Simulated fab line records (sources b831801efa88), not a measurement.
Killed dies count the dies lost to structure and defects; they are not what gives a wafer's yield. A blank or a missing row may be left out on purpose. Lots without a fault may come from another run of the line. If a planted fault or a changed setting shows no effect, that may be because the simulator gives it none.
fab line records	flow sky130
record: lots: 7	wafers: 21	lastDay: 50
route steps=708 shown RES_XHIGH@340 SD_N@342 SD_P@359 PAD_OPEN@708
lots that met no fault: taken from a fault-free run of the same line
startH: hours from the record's opening day to when the first of the lot's shown wafers began	waitH: hours elapsed since this lot's preceding step	" as in the row above	L1.1+2: a single row standing in for several wafers	- no value, or no start given	* or withheld: withheld	< > ~ a bound
route shown NAME@n: names a module that has steps shown in the file, with the first one's number in the route	usual: mean/standard deviation of fault-free wafers	same: alike in all rows	chamber/n: place in a boat	sites: the reading at each site	_std_site: standard deviation across them	_edge_site: mean of outer sites minus mean of inner sites	radiusMm: for every site, how far away it sits from the centre of the wafer	mask NAME#n: copy n	behind: the last tool/chamber to shape the wafer	hold: the reason the lot was held/the length of the hold in hours/how it ended	device: which transistor (n, p or np) failed to switch	end of line: the same wafers' tests at the end of the route	for a step that has no rows: nothing shown but its recipe	killed: dies lost to structure and defects at the first sort, not the wafer's yield	map: a wafer's dies, x killed, . not, _ none there
set.NAME: the setting as run; set.NAME@STEP: as run at that earlier step	model.NAME: the simulator's own value behind a step, which no gauge read
a table for each step, a row for each wafer; lots at some steps of the route
services: the hour from which a tool's chamber was out of use, counted from the record's first day as startH (under 0 if before that day), plus the number of hours and why
== steps ==
step: SKY_RES_XHIGH_STRIP_08
recipe: chemistry: O2/N2	powerW: 1400	pressureMtorr: 1500	platenTempC: withheld	o2FlowSccm: 3000	n2FlowSccm: 300	overashFraction: 0.5
usual: drypumpMotorCurrentA: 5.8/0.36	oesProductAu: 0.711/0.0046	stripTimeToEndpointS: 14.28/0.037
lot.wafer	tool	chamber	startH	waitH	drypumpMotorCurrentA	oesProductAu	rfHoursCounterH	stripTimeToEndpointS
L758.1	plasmaAsher-04	0	612.91	0.1	5.6	0.713	18	14.23
L758.3	"	0	"	"	5.6	0.709	-	14.27
L758.6	"	1	"	"	5.9	0.720	-	14.20
L761.2	plasmaAsher-04	1	648.96	0.1	5.9	0.715	22	14.29
L761.3	"	1	"	"	5.9	0.700	-	14.24
L761.6	"	1	"	"	5.9	0.710	-	14.29
L764.2	plasmaAsher-04	1	681.81	0.1	5.9	0.705	25	14.30
L764.3	"	1	"	"	5.9	0.711	-	14.23
L764.4	"	0	"	"	5.6	0.702	-	14.29
L768.2	plasmaAsher-03	1	713.25	0.1	6.0	0.707	104	14.33
L768.5	"	0	"	"	5.2	0.712	-	14.38
L768.6	"	1	"	"	6.0	0.717	-	14.33
L775.1	plasmaAsher-01	1	755.65	0.1	5.6	0.717	92	14.33
L775.4	"	0	"	"	6.4	0.712	-	14.30
L775.5	"	0	"	"	6.3	0.710	-	14.29
L779.1	plasmaAsher-01	1	789.65	0.1	5.5	0.715	96	14.24
L779.4	"	1	"	"	5.5	0.717	-	14.25
L779.5	"	0	"	"	6.4	0.712	-	14.30
L781.1	plasmaAsher-01	1	800.51	0.1	5.6	0.711	97	14.34
L781.2	"	0	"	"	6.3	0.702	97	14.35
L781.3	"	1	"	"	5.6	0.709	-	14.37
step: SKY_RES_XHIGH_TW_MEAS_09
usual: RES_XHIGH_TW: 1628/12
lot.wafer	tool	chamber	startH	waitH	RES_XHIGH_TW
L758.1	filmMetro-01	-	613.01	0.1	1630
L758.3	"	-	"	"	1626
L758.6	"	-	"	"	1627
L761.2	filmMetro-04	-	649.07	0.1	1623
L761.3	"	-	"	"	1614
L761.6	"	-	"	"	1609
L764.2	filmMetro-01	-	681.92	0.1	1632
L764.3	"	-	"	"	1648
L764.4	"	-	"	"	1636
L768.2	filmMetro-04	-	713.36	0.1	1619
L768.5	"	-	"	"	1615
L768.6	"	-	"	"	1620
L775.1	filmMetro-03	-	755.75	0.1	1641
L775.4	"	-	"	"	1643
L775.5	"	-	"	"	1644
L779.1	filmMetro-04	-	789.75	0.1	1620
L779.4	"	-	"	"	1632
L779.5	"	-	"	"	1620
L781.1	filmMetro-04	-	800.61	0.1	1625
L781.2	"	-	"	"	1617
L781.3	"	-	"	"	1626
step: SKY_SD_N_DEHYDRATE_00
recipe: tempC: 200	timeS: 60
step: SKY_SD_N_HMDS_01
recipe: primeTimeS: 60	primeTempC: 120
step: SKY_SD_N_COAT_02
recipe: resist: NOVOLAK	spinRpm: 3000	resistThkNm: 1140
step: SKY_SD_N_SOFTBAKE_03
recipe: tempC: 90	timeS: 60	resist: NOVOLAK
step: SKY_SD_N_EXPOSE_04
recipe: maskId: NSDM	na: 0.6	sourceShape: conventional	sigmaOuter: 0.6	polarization: unpolarized	targetCdNm: 380	doseMj: 141
step: SKY_SD_N_PEB_05
recipe: tempC: withheld	timeS: *	resist: NOVOLAK
step: SKY_SD_N_DEVELOP_06
recipe: resist: NOVOLAK	developer: TMAH	developTimeS: 60	devTempC: 23
step: SKY_SD_N_CD_MEAS_07
recipe: targetCdNm: 380
usual: cdNm: 380.0/2.5
lot.wafer	tool	chamber	startH	waitH	cdNm
L758.1	cdSem-01	-	641.91	0.1	380.8
L758.3	"	-	"	"	378.4
L758.6	"	-	"	"	378.5
L761.2	cdSem-02	-	677.75	0.1	382.5
L761.3	"	-	"	"	385.3
L761.6	"	-	"	"	382.7
L764.2	cdSem-01	-	709.80	0.1	384.3
L764.3	"	-	"	"	385.4
L764.4	"	-	"	"	382.9
L768.2	cdSem-02	-	741.23	0.1	374.1
L768.5	"	-	"	"	376.9
L768.6	"	-	"	"	376.8
L775.1	cdSem-02	-	781.96	0.1	379.9
L775.4	"	-	"	"	380.4
L775.5	"	-	"	"	381.3
L779.1	cdSem-02	-	816.01	0.1	379.2
L779.4	"	-	"	"	377.2
L779.5	"	-	"	"	378.3
L781.1	cdSem-02	-	826.03	0.1	384.8
L781.2	"	-	"	"	384.7
L781.3	"	-	"	"	381.8
step: SKY_SD_N_OVL_MEAS_08
usual: SD_N_OVL: 0.5/1.5
lot.wafer	tool	chamber	startH	waitH	SD_N_OVL[nm]
L758.1	overlay-02	-	642.03	0.1	-0.3
L758.3	"	-	"	"	-0.6
L758.6	"	-	"	"	0.3
L761.2	overlay-01	-	677.86	0.1	1.2
L761.3	"	-	"	"	1.6
L761.6	"	-	"	"	0.4
L764.2	overlay-02	-	709.91	0.1	1.3
L764.3	"	-	"	"	-0.1
L764.4	"	-	"	"	1.6
L768.2	overlay-01	-	741.33	0.1	-0.1
L768.5	"	-	"	"	-0.7
L768.6	"	-	"	"	0.5
L775.1	overlay-01	-	782.08	0.1	1.5
L775.4	"	-	"	"	2.8
L775.5	"	-	"	"	1.5
L779.1	overlay-01	-	816.13	0.1	-1.0
L779.4	"	-	"	"	0.5
L779.5	"	-	"	"	1.7
L781.1	overlay-02	-	826.15	0.1	-1.0
L781.2	"	-	"	"	-0.3
L781.3	"	-	"	"	-0.3
step: SKY_SD_N_IMPLANT_09
recipe: species: As	energyKev: 50	doseCm2: 4e+15	tiltDeg: 0
step: SKY_SD_N_IMPLANT_10
recipe: species: P	energyKev: 20	doseCm2: 1e+14	tiltDeg: 0
usual: beamEnergyKeV: 20.000/0.0053
lot.wafer	tool	chamber	startH	waitH	beamEnergyKeV
L758.1	implanter-01	0	642.21	0.1	20.002
L758.3	"	0	"	"	20.001
L758.6	"	0	"	"	20.002
L758.1	implanter-01	0	642.53	0.3	19.994
L758.3	"	0	"	"	20.001
L758.6	"	0	"	"	20.004
L761.2	implanter-04	0	678.06	0.1	19.996
L761.3	"	0	"	"	20.007
L761.6	"	0	"	"	20.007
L764.2	implanter-04	0	710.11	0.1	19.999
L764.3	"	0	"	"	20.002
L764.4	"	0	"	"	20.007
L764.2	implanter-04	0	710.43	0.3	19.997
L764.3	"	0	"	"	20.002
L764.4	"	0	"	"	19.995
L768.2	implanter-02	0	741.54	0.1	20.009
L768.5	"	0	"	"	19.999
L768.6	"	0	"	"	19.994
L768.2	implanter-02	0	741.86	0.3	20.006
L768.5	"	0	"	"	19.993
L768.6	"	0	"	"	20.007
L775.1	implanter-01	0	782.26	0.1	20.001
L775.4	"	0	"	"	20.002
L775.5	"	0	"	"	19.999
L779.1	implanter-04	0	816.31	0.1	20.003
L779.4	"	0	"	"	19.993
L779.5	"	0	"	"	19.996
L781.1	implanter-04	0	826.34	0.1	19.998
L781.2	"	0	"	"	19.993
L781.3	"	0	"	"	19.998
step: SKY_SD_N_STRIP_11
recipe: chemistry: O2/N2	powerW: 1400	pressureMtorr: 1500	platenTempC: withheld	o2FlowSccm: 3000	n2FlowSccm: 300	overashFraction: 0.5
usual: drypumpMotorCurrentA: 5.63/0.28	oesProductAu: 0.527/0.0039	stripTimeToEndpointS: 22.55/0.042
lot.wafer	tool	chamber	startH	waitH	drypumpMotorCurrentA	oesProductAu	rfHoursCounterH	stripTimeToEndpointS
L758.1	plasmaAsher-04	0	642.68	0.1	5.58	0.527	21	22.58
L758.3	"	1	"	"	5.93	0.530	-	22.58
L758.6	"	0	"	"	5.61	0.533	-	22.66
L761.2	plasmaAsher-02	0	678.19	0.1	5.57	0.534	53	22.54
L761.3	"	1	"	"	5.46	0.529	-	22.50
L761.6	"	1	"	"	5.45	0.529	-	22.48
L764.2	plasmaAsher-04	0	710.55	0.1	5.63	0.529	27	22.58
L764.3	"	1	"	"	5.89	0.527	-	22.55
L764.4	"	0	"	"	5.62	0.530	-	22.60
L768.2	plasmaAsher-02	0	741.98	0.1	5.57	0.526	59	22.63
L768.5	"	1	"	"	5.45	0.529	-	22.61
L768.6	"	0	"	"	5.59	0.527	-	22.51
L775.1	plasmaAsher-04	1	782.41	0.1	5.96	0.532	35	22.57
L775.4	"	0	"	"	5.63	0.531	-	22.62
L775.5	"	0	"	"	5.66	0.531	-	22.54
L779.1	plasmaAsher-04	0	816.46	0.1	5.62	0.522	38	22.49
L779.4	"	0	"	"	5.63	0.527	-	22.55
L779.5	"	0	"	"	5.66	0.528	-	22.53
L781.1	plasmaAsher-03	0	826.49	0.1	5.14	0.529	8	22.51
L781.2	"	1	"	"	6.00	0.533	8	22.51
L781.3	"	0	"	"	5.13	0.525	-	22.51
step: SKY_SD_N_TW_MEAS_12
usual: SD_N_TW: 3963/35
lot.wafer	tool	chamber	startH	waitH	SD_N_TW
L758.1	filmMetro-03	-	642.78	0.1	3975
L758.3	"	-	"	"	3979
L758.6	"	-	"	"	3963
L761.2	filmMetro-01	-	678.30	0.1	3969
L761.3	"	-	"	"	3967
L761.6	"	-	"	"	3977
L764.2	filmMetro-04	-	710.66	0.1	3912
L764.3	"	-	"	"	3952
L764.4	"	-	"	"	3920
L768.2	filmMetro-04	-	742.09	0.1	3960
L768.5	"	-	"	"	3969
L768.6	"	-	"	"	3943
L775.1	filmMetro-03	-	782.51	0.1	3998
L775.4	"	-	"	"	3983
L775.5	"	-	"	"	3984
L779.1	filmMetro-03	-	816.56	0.1	3989
L779.4	"	-	"	"	3982
L779.5	"	-	"	"	3981
L781.1	filmMetro-04	-	826.59	0.1	3887
L781.2	"	-	"	"	3923
L781.3	"	-	"	"	3920
step: SKY_SD_N_CLEAN_13
recipe: chemistry: SC1/SC2	mix: 1:4:20	tempC: 70	timeS: 150	dry: n2Spin
step: SKY_SD_N_RTA_14
recipe: tempC: 1075	timeS: 2	idleTempC: 650	rampUpCPerS: 150	rampDownCPerS: 90	ambient: N2
usual: lampPowerPct: 15.74/0.052	rampDownCPerS: 89.999/0.016	wafer_temp_C_max: 1078.3/1.4
lot.wafer	tool	chamber	startH	waitH	lampPowerPct	rampDownCPerS	wafer_temp_C_max
L758.1	rtpAnneal-02	0	642.89	0.0	15.75	90.032	1079.6
L758.3	"	0	"	"	15.77	90.022	1079.4
L758.6	"	0	"	"	15.68	89.984	1077.8
L761.2	rtpAnneal-01	0	678.40	0.0	15.83	89.994	1079.5
L761.3	"	0	"	"	15.75	89.985	1077.6
L761.6	"	0	"	"	15.72	90.016	1082.8
L764.2	rtpAnneal-02	0	710.78	0.0	15.73	90.005	1078.4
L764.3	"	0	"	"	15.82	89.986	1080.1
L764.4	"	0	"	"	15.62	90.010	1079.0
L768.2	rtpAnneal-02	0	742.33	0.0	15.83	90.008	1076.2
L768.5	"	0	"	"	15.69	89.964	1080.3
L768.6	"	0	"	"	15.74	90.007	1078.9
L775.1	rtpAnneal-01	0	782.63	0.0	15.84	90.024	1079.7
L775.4	"	0	"	"	15.80	90.000	1080.6
L775.5	"	0	"	"	15.77	89.970	1079.8
L779.1	rtpAnneal-01	0	816.67	0.0	15.73	89.992	1077.2
L779.4	"	0	"	"	15.66	90.013	1077.5
L779.5	"	0	"	"	15.83	90.006	1078.1
L781.1	rtpAnneal-01	0	826.70	0.0	15.72	90.009	1079.2
L781.2	"	0	"	"	15.84	90.003	1077.7
L781.3	"	0	"	"	15.70	89.987	1080.2
step: SKY_SD_N_RS_MEAS_16
recipe: thkMeasGauge: four-point-probe
usual: SD_N_RS: 68.54/0.11
lot.wafer	tool	chamber	startH	waitH	SD_N_RS[ohm/sq]
L758.1	filmMetro-04	-	643.06	0.1	65.86
L758.3	"	-	"	"	65.85
L758.6	"	-	"	"	65.89
L758.1	filmMetro-04	-	643.35	0.3	65.91
L758.3	"	-	"	"	65.92
L758.6	"	-	"	"	65.76
L761.2	filmMetro-03	-	678.59	0.1	68.56
L761.3	"	-	"	"	68.52
L761.6	"	-	"	"	68.72
L764.2	filmMetro-01	-	711.01	0.1	65.76
L764.3	"	-	"	"	65.89
L764.4	"	-	"	"	65.84
L764.2	filmMetro-01	-	711.30	0.3	65.89
L764.3	"	-	"	"	65.90
L764.4	"	-	"	"	65.91
L768.2	filmMetro-01	-	742.52	0.1	65.90
L768.5	"	-	"	"	65.84
L768.6	"	-	"	"	66.05
L768.2	filmMetro-01	-	742.88	0.3	65.99
L768.5	"	-	"	"	65.64
L768.6	"	-	"	"	65.85
L775.1	filmMetro-01	-	782.80	0.1	68.90
L775.4	"	-	"	"	68.52
L775.5	"	-	"	"	68.60
L779.1	filmMetro-01	-	816.85	0.1	68.40
L779.4	"	-	"	"	68.47
L779.5	"	-	"	"	68.55
L781.1	filmMetro-01	-	826.87	0.1	68.43
L781.2	"	-	"	"	68.55
L781.3	"	-	"	"	68.62
step: SKY_SD_N_RS_MEAS_17
recipe: thkMeasGauge: four-point-probe
usual: SD_P_RS: 147.1/0.36
lot.wafer	tool	chamber	startH	waitH	SD_P_RS[ohm/sq]
L758.1	filmMetro-04	-	647.28	3.9	146.6
L758.3	"	-	"	"	146.9
L758.6	"	-	"	"	146.6
L761.2	filmMetro-03	-	678.71	0.1	146.8
L761.3	"	-	"	"	146.6
L761.6	"	-	"	"	146.7
L764.2	filmMetro-01	-	717.00	5.7	146.7
L764.3	"	-	"	"	146.9
L764.4	"	-	"	"	147.2
L768.2	filmMetro-01	-	745.18	2.3	146.9
L768.5	"	-	"	"	147.1
L768.6	"	-	"	"	147.2
L775.1	filmMetro-01	-	782.92	0.1	147.8
L775.4	"	-	"	"	147.5
L775.5	"	-	"	"	147.2
L779.1	filmMetro-01	-	816.97	0.1	146.8
L779.4	"	-	"	"	146.8
L779.5	"	-	"	"	146.8
L781.1	filmMetro-01	-	826.99	0.1	146.9
L781.2	"	-	"	"	147.1
L781.3	"	-	"	"	146.8
step: SKY_PAD_OPEN_PROBE_99
usual: killed_at_M0_to_M3: 43/7.9	killed_at_M4_up: 2.9/1.8	killedAtContacts: 24/5.5	killedAtFrontEnd: 15/4.2	killedAtOther: 0.2/0.46	killedDies: 86/11	killedOpen: 47/8.1	killedShort: 39/6.4
same: grossDies: 492	killedAtBackSide: 0
lot.wafer	tool	chamber	startH	waitH	killed_at_M0_to_M3	killed_at_M4_up	killedAtContacts	killedAtFrontEnd	killedAtOther	killedDies	killedOpen	killedShort	model.etest.sonosUncharged.rOnOhmUm	model.etest.resNdiff.rsOhmSq	model.etest.resNdiffHv.rsOhmSq
L758.1	prober-01	-	1078.00	0.1	51	0	21	13	0	85	49	36	803	116.8	111.6
L758.3	prober-01	-	1078.10	0.2	32	2	21	18	0	73	37	36	802	117.4	111.4
L758.6	prober-01	-	1078.25	0.2	40	4	16	12	0	72	41	31	801.3	116.5	110.7
L761.2	prober-02	-	1100.25	0.1	33	3	14	20	0	70	43	27	820.2	119.6	115.5
L761.3	prober-02	-	1100.30	0.2	39	5	20	12	0	76	40	36	815.3	119.8	113.1
L761.6	prober-02	-	1100.45	0.2	43	4	23	11	1	82	45	37	820.6	121	113.6
L764.2	prober-02	-	1123.70	0.1	53	4	15	15	0	87	51	36	776	116.7	110.6
L764.3	prober-02	-	1123.75	0.2	37	4	25	14	0	80	43	37	791.5	116.9	111.2
L764.4	prober-02	-	1123.80	0.2	44	1	26	17	0	88	52	36	792.8	117.2	110.2
L768.2	prober-01	-	1149.38	0.1	37	9	31	24	0	101	49	52	778.6	115.9	109.9
L768.5	prober-01	-	1149.53	0.2	38	2	26	9	0	75	30	45	777.6	116	110.2
L768.6	prober-01	-	1149.58	0.2	44	5	22	11	0	82	40	42	773.2	116.2	109.5
L775.1	prober-02	-	1177.08	0.1	48	3	28	11	0	90	41	49	817.9	122.2	116.5
L775.4	prober-02	-	1177.23	0.2	42	4	26	11	0	83	39	44	808	121.2	115
L775.5	prober-02	-	1177.28	0.2	39	3	25	19	1	87	53	34	806.9	120.7	115
L779.1	prober-02	-	1195.03	0.1	32	6	24	14	0	76	43	33	816.7	121.6	114.7
L779.4	prober-02	-	1195.18	0.2	36	6	26	18	0	86	60	26	818.8	120.9	115.1
L779.5	prober-02	-	1195.23	0.2	33	3	25	29	0	90	57	33	825.9	119.8	115
L781.1	prober-02	-	1200.66	0.1	34	2	16	18	0	70	31	39	816.2	119.3	113.6
L781.2	prober-02	-	1200.71	0.1	38	1	24	16	0	79	40	39	816.1	121.8	114.1
L781.3	prober-02	-	1200.76	0.2	37	1	24	19	0	81	42	39	812.4	120.5	114.5
killed by level:class
L758.1 VIA1:geometricParticle:open=17 LI_CONTACT:geometricParticle:open=8 METAL2:geometricParticle:short=8 CONTACT:geometricParticle:open=7 VIA2:geometricParticle:open=6 FIELD_ISO:geometricParticle:short=5 VIA3:geometricParticle:open=4 VIA3:geometricParticle:short=4
L758.3 VIA1:geometricParticle:open=9 CONTACT:geometricParticle:short=6 POLY_GATE:geometricParticle:open=5 LI_CONTACT:geometricParticle:open=5 LOCAL_INTERCONNECT:geometricParticle:short=5 METAL1:geometricParticle:short=4 CONTACT:geometricParticle:open=4 METAL2:geometricParticle:short=4
L758.6 VIA1:geometricParticle:open=9 VIA3:geometricParticle:open=8 CONTACT:geometricParticle:open=7 VIA2:geometricParticle:open=6 POLY_GATE:geometricParticle:short=5 METAL2:geometricParticle:short=4 METAL4:geometricParticle:short=4 POLY_GATE:geometricParticle:open=3
L761.2 VIA1:geometricParticle:open=9 VIA2:geometricParticle:open=8 FIELD_ISO:geometricParticle:open=6 METAL2:geometricParticle:short=6 LI_CONTACT:geometricParticle:open=5 CONTACT:geometricParticle:open=4 FIELD_ISO:geometricParticle:short=3 METAL4:geometricParticle:short=3
L761.3 VIA1:geometricParticle:open=10 CONTACT:geometricParticle:open=7 METAL2:geometricParticle:short=6 VIA2:geometricParticle:open=6 LI_CONTACT:geometricParticle:open=5 CONTACT:geometricParticle:short=4 VIA1:geometricParticle:short=4 VIA2:geometricParticle:short=4
L761.6 VIA1:geometricParticle:open=11 VIA2:geometricParticle:open=8 LOCAL_INTERCONNECT:geometricParticle:short=7 CONTACT:geometricParticle:open=7 METAL1:geometricParticle:open=5 VIA3:geometricParticle:open=5 METAL1:geometricParticle:short=4 CONTACT:geometricParticle:short=4
L764.2 VIA1:geometricParticle:open=9 VIA2:geometricParticle:open=9 VIA3:geometricParticle:open=9 CONTACT:geometricParticle:open=7 FIELD_ISO:geometricParticle:open=6 VIA1:geometricParticle:short=5 METAL1:geometricParticle:short=5 LI_CONTACT:geometricParticle:open=4
L764.3 CONTACT:geometricParticle:open=9 VIA1:geometricParticle:short=7 VIA3:geometricParticle:open=7 FIELD_ISO:geometricParticle:open=5 VIA1:geometricParticle:open=5 CONTACT:geometricParticle:short=5 LOCAL_INTERCONNECT:geometricParticle:short=5 VIA3:geometricParticle:short=5
L764.4 VIA1:geometricParticle:open=13 CONTACT:geometricParticle:open=8 CONTACT:geometricParticle:short=7 LI_CONTACT:geometricParticle:open=6 VIA2:geometricParticle:open=6 VIA3:geometricParticle:open=6 FIELD_ISO:geometricParticle:short=5 LOCAL_INTERCONNECT:geometricParticle:short=4
L768.2 CONTACT:geometricParticle:open=9 CONTACT:geometricParticle:short=9 POLY_GATE:geometricParticle:open=8 VIA1:geometricParticle:open=8 METAL4:geometricParticle:short=8 VIA2:geometricParticle:open=7 FIELD_ISO:geometricParticle:open=6 LOCAL_INTERCONNECT:geometricParticle:short=5
L768.5 CONTACT:geometricParticle:open=9 VIA1:geometricParticle:short=9 METAL2:geometricParticle:short=7 CONTACT:geometricParticle:short=6 VIA1:geometricParticle:open=6 LI_CONTACT:geometricParticle:open=5 LOCAL_INTERCONNECT:geometricParticle:short=5 METAL3:geometricParticle:short=5
L768.6 VIA1:geometricParticle:open=12 LI_CONTACT:geometricParticle:open=8 VIA1:geometricParticle:short=8 CONTACT:geometricParticle:open=6 METAL2:geometricParticle:short=6 FIELD_ISO:geometricParticle:short=4 CONTACT:geometricParticle:short=4 METAL1:geometricParticle:short=4
L775.1 LOCAL_INTERCONNECT:geometricParticle:short=9 CONTACT:geometricParticle:open=9 VIA1:geometricParticle:open=8 VIA3:geometricParticle:open=7 VIA2:geometricParticle:open=6 VIA3:geometricParticle:short=6 VIA2:geometricParticle:short=5 POLY_GATE:geometricParticle:short=5
L775.4 CONTACT:geometricParticle:open=10 VIA1:geometricParticle:open=6 VIA1:geometricParticle:short=6 VIA2:geometricParticle:open=6 VIA3:geometricParticle:short=5 LOCAL_INTERCONNECT:geometricParticle:short=5 VIA3:geometricParticle:open=5 CONTACT:geometricParticle:short=4
L775.5 VIA1:geometricParticle:open=16 LI_CONTACT:geometricParticle:open=8 CONTACT:geometricParticle:open=7 POLY_GATE:geometricParticle:short=7 VIA2:geometricParticle:open=5 FIELD_ISO:geometricParticle:open=4 METAL2:geometricParticle:short=4 POLY_GATE:geometricParticle:open=4
L779.1 VIA1:geometricParticle:open=11 LI_CONTACT:geometricParticle:open=9 METAL1:geometricParticle:short=7 CONTACT:geometricParticle:open=5 LI_CONTACT:geometricParticle:short=5 METAL4:geometricParticle:short=4 FIELD_ISO:geometricParticle:short=3 POLY_GATE:geometricParticle:open=3
L779.4 CONTACT:geometricParticle:open=11 VIA1:geometricParticle:open=11 LI_CONTACT:geometricParticle:open=7 VIA2:geometricParticle:open=6 VIA3:geometricParticle:open=6 FIELD_ISO:geometricParticle:open=4 SPACER:geometricParticle:open=4 LOCAL_INTERCONNECT:geometricParticle:short=4
L779.5 LI_CONTACT:geometricParticle:open=10 CONTACT:geometricParticle:open=9 POLY_GATE:geometricParticle:open=7 VIA2:geometricParticle:open=6 VIA3:geometricParticle:open=6 FIELD_ISO:geometricParticle:short=5 POLY_GATE:geometricParticle:short=5 VIA1:geometricParticle:open=5
L781.1 FIELD_ISO:geometricParticle:short=11 METAL1:geometricParticle:short=6 VIA3:geometricParticle:open=6 LI_CONTACT:geometricParticle:open=5 FIELD_ISO:geometricParticle:open=4 CONTACT:geometricParticle:open=4 VIA1:geometricParticle:short=4 VIA1:geometricParticle:open=4
L781.2 METAL1:geometricParticle:short=8 CONTACT:geometricParticle:open=7 VIA3:geometricParticle:open=7 FIELD_ISO:geometricParticle:open=6 CONTACT:geometricParticle:short=6 METAL3:geometricParticle:short=6 LI_CONTACT:geometricParticle:open=5 FIELD_ISO:geometricParticle:short=4
L781.3 CONTACT:geometricParticle:open=8 VIA1:geometricParticle:open=6 VIA2:geometricParticle:open=6 LI_CONTACT:geometricParticle:open=5 LOCAL_INTERCONNECT:geometricParticle:short=5 VIA1:geometricParticle:short=5 VIA3:geometricParticle:open=5 POLY_GATE:geometricParticle:open=4
== services ==
tool	chamber	startH	hours	kind
implanter-02	-	614.73	2.4	repair
plasmaAsher-02	-	624.06	1.2	repair
plasmaAsher-03	-	654.32	1.9	repair
implanter-02	-	656.64	3.3	pm
implanter-04	-	672.69	0.7	repair
implanter-04	-	683.54	3.3	pm
plasmaAsher-04	-	699.34	7.2	repair
plasmaAsher-01	-	706.27	3.6	repair
plasmaAsher-02	-	709.55	15.6	pm
implanter-02	-	715.91	0.5	repair
plasmaAsher-03	-	733.75	9.0	pm
plasmaAsher-03	0	733.75	9.0	ventCycle
plasmaAsher-03	1	733.75	9.0	ventCycle
plasmaAsher-03	0	742.75	-	clean
plasmaAsher-03	1	742.75	-	clean
implanter-01	-	758.62	5.9	repair
plasmaAsher-02	-	804.10	0.6	repair
plasmaAsher-02	-	825.14	4.0	pm
== key ==
firstSign: step: SKY_SD_N_IMPLANT_10	reading: visit	direction: added
effect: step: SKY_SD_N_RS_MEAS_16	reading: visit	direction: added
effect: step: SKY_SD_N_RS_MEAS_16	reading: SD_N_RS	direction: down	sigmas: 24	usual: 68.54	struck: 65.88
modelEffect: step: SKY_PAD_OPEN_PROBE_99	value: etest.sonosUncharged.rOnOhmUm	without: 807.1	struck: 788.5
metAt SKY_SD_N_IMPLANT_10
struckWafers L758.1,L758.3,L758.6,L764.2,L764.3,L764.4,L768.2,L768.5,L768.6
testerLeftOut L758,L764,L768
fault: kind: repeatedStepWhole	tool: implanter-01,implanter-02,implanter-04	chamber: -	onsetH: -	steps: SKY_SD_N_IMPLANT_10	times: 1	scope: struckLotsOnly
testerLeftOut: of these lots the tester's yield and bins aren't shown, on N5 and GAA mostly nor the transistor test; their killed dies are dies lost to structure and defects alone, not to doping, threshold or leakage, so they don't give the yield
